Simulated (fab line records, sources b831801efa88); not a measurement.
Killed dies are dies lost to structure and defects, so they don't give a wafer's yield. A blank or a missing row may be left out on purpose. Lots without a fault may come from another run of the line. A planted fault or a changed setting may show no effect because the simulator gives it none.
A struck lot beside a sound one | flow sky130 | 15 steps out of a route of 708
Sound: wafers L709.4, L709.5, L709.6. Struck: wafers L719.1, L719.5, L719.6. The cause comes at the end.
At each step with rows: each side's tool, then ch and its chambers, then its first start. Under that, the readings that differ: sound wafers | struck wafers | difference of the means | sigmas: that difference in standard deviations of wafers without a fault.
alike: readings whose means differ by less than 2 such deviations, and words and numbers that are the same on both sides. not compared: withheld readings, readings that some wafer has no value for, bounds like >300 that may hide the same value, and numbers for which the record gives no deviation and whose values overlap.
The two part at a step that has a row with sigmas, a row that says differs or no value, or rows on one side only. Numbers that don't overlap but have no deviation are shown without sigmas and don't part them. A reading that every wafer of one side lacks parts them only if that side has two wafers or more.

first, 3 steps without rows for these wafers: SKY_SD_P_EXPOSE_04 (exposes mask PSDM, target cd 380 nm); SKY_SD_P_PEB_05; SKY_SD_P_DEVELOP_06 (develop time 60 s).
SKY_SD_P_CD_MEAS_07: target cd 380 nm.
  sound on cd_sem-02, day 28 18:07; struck on cd_sem-01, day 30 14:15
  alike: cd_nm
SKY_SD_P_OVL_MEAS_08:
  sound on overlay-02, day 28 18:11; struck on overlay-01, day 30 14:22
  alike: SD_P_OVL
then, 1 step without rows for these wafers: SKY_SD_P_IMPLANT_09.
SKY_SD_P_STRIP_10: strips in O2/N2.
  sound on plasma_asher-04 ch 0,1, day 28 18:23; struck on plasma_asher-01 ch 0,1, day 30 14:34
  reading                      | sound             | struck            | difference | sigmas
  strip_time_to_endpoint_s (s) | 17.50 17.53 17.51 | 17.40 17.46 17.42 | -0.09      | -2
  alike: drypump_motor_current_A, oes_product_au
  not compared: rf_hours_counter_h
SKY_SD_P_TW_MEAS_11:
  sound on film_metro-02, day 28 18:29; struck on film_metro-02, day 30 14:40
  alike: SD_P_TW
then, 4 steps without rows for these wafers: SKY_RES_XHIGH_DEHYDRATE_00 (time 60 s); SKY_RES_XHIGH_HMDS_01 (prime time 60 s); SKY_RES_XHIGH_COAT_02 (resist thk 1140 nm); SKY_RES_XHIGH_SOFTBAKE_03 (time 60 s).
SKY_RES_XHIGH_EXPOSE_04: exposes mask URPM, target cd 1270 nm.
  sound on iline_stepper-01 ch 0, day 29 09:06; struck on iline_stepper-01 ch 0, day 31 04:31
  reading | sound                | struck                        | difference | sigmas
  mask    | URPM#0 URPM#0 URPM#0 | URPM_R1#0 URPM_R1#0 URPM_R1#0 | differs    |
then, 1 step without rows for these wafers: SKY_RES_XHIGH_PEB_05.
-- the record jumps here: 18 days lie between the struck wafers' starts before and after (it left off in module RES_XHIGH and takes up again in module PAD_OPEN, whose first step shown is number 708 of the route) --
SKY_PAD_OPEN_PROBE_99:
  the record has rows for the struck wafers here (prober-01, day 49 08:30) and none for the sound ones

WHERE THEY PART
First at SKY_SD_P_STRIP_10; last, within this record, at SKY_PAD_OPEN_PROBE_99.

WHY: what the simulator had put in
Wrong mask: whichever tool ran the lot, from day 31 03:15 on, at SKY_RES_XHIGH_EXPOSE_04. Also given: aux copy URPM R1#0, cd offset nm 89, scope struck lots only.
